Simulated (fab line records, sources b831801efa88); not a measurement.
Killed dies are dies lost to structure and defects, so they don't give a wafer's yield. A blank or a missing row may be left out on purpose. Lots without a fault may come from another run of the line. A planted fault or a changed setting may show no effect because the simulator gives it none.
Problem report in the 8D (eight disciplines) form, filled by code | flow sky130 | the parts of the form that need people (team, actions taken, sign-off) are left out

1. THE PROBLEM
dose_ions_cm2 at SKY_LDD_N_IMPLANT_15 reads a mean of 8.723e+12 on 6 wafers of 2 lots; wafers without a fault read 4.999e+12 with a standard deviation of 5.2e+09. That is +99 or more standard deviations from the usual mean.
First seen on wafer L477.1, day 24 23:45, on implanter-03. The record holds 18 wafers of 6 lots with a number at this step. Rule for "out", or "out of limits": more than 4 standard deviations from the usual mean. The other wafers with a number count as sound.

2. WHAT IT IS AND WHAT IT IS NOT
question                    | is                                | is not
which readings at this step | dose_ions_cm2, faraday_current_uA | -
which lots                  | L477, L478                        | L459, L463, L468, L481
which wafers of those lots  | all that have a number            | -
read on which tools         | implanter-03                      | implanter-01, implanter-04
when                        | from day 24 23:45                 | up to then (9 sound wafers); but 3 sound wafers of L481 came after

3. SUSPECTS, AND WHAT RULES EACH OUT
Counting: a tool at a process step up to the reading stays a suspect if it ran every lot that is out and no sound lot after the first of them.
- implanter-03 at SKY_LDD_N_IMPLANT_15: kept. It ran every lot that is out, first L477 (day 24 23:45), and no sound lot after that; its last sound lot up to then is L468 (day 20 20:56). Its own readings are out on those wafers: dose_ions_cm2, faraday_current_uA.
Left after counting: implanter-03 at SKY_LDD_N_IMPLANT_15.

4. THE CAUSE (what the simulator had put in)
Process parameter drift: implanter-03, from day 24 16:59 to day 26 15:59, at SKY_LDD_N_IMPLANT_15. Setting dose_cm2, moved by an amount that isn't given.
Counting left only this tool.

5. THE CHAIN OF EFFECTS, in route order
Each row: a reading whose mean over the struck wafers that have a number lies more than 3 standard deviations from the usual. Only readings for which the record gives a usual standard deviation are gone through. hours: the time from each lot's start at the first step in this table that gives one to its start at this step, as a median over the lots. sigmas: the change in usual standard deviations.
hours | step                 | reading            | usual     | on struck wafers | change     | sigmas
0     | SKY_LDD_N_IMPLANT_15 | dose_ions_cm2      | 4.999e+12 | 8.723e+12        | +3.724e+12 | +99 or more
0     | SKY_LDD_N_IMPLANT_15 | faraday_current_uA | 28.2      | 49.3             | +21.1      | +35
The process steps in it:
- SKY_LDD_N_IMPLANT_15

6. WHAT WOULD HAVE CAUGHT IT SOONER
In this record the first reading out of limits was taken at day 24 23:45, 7 hours after the fault began at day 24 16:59.
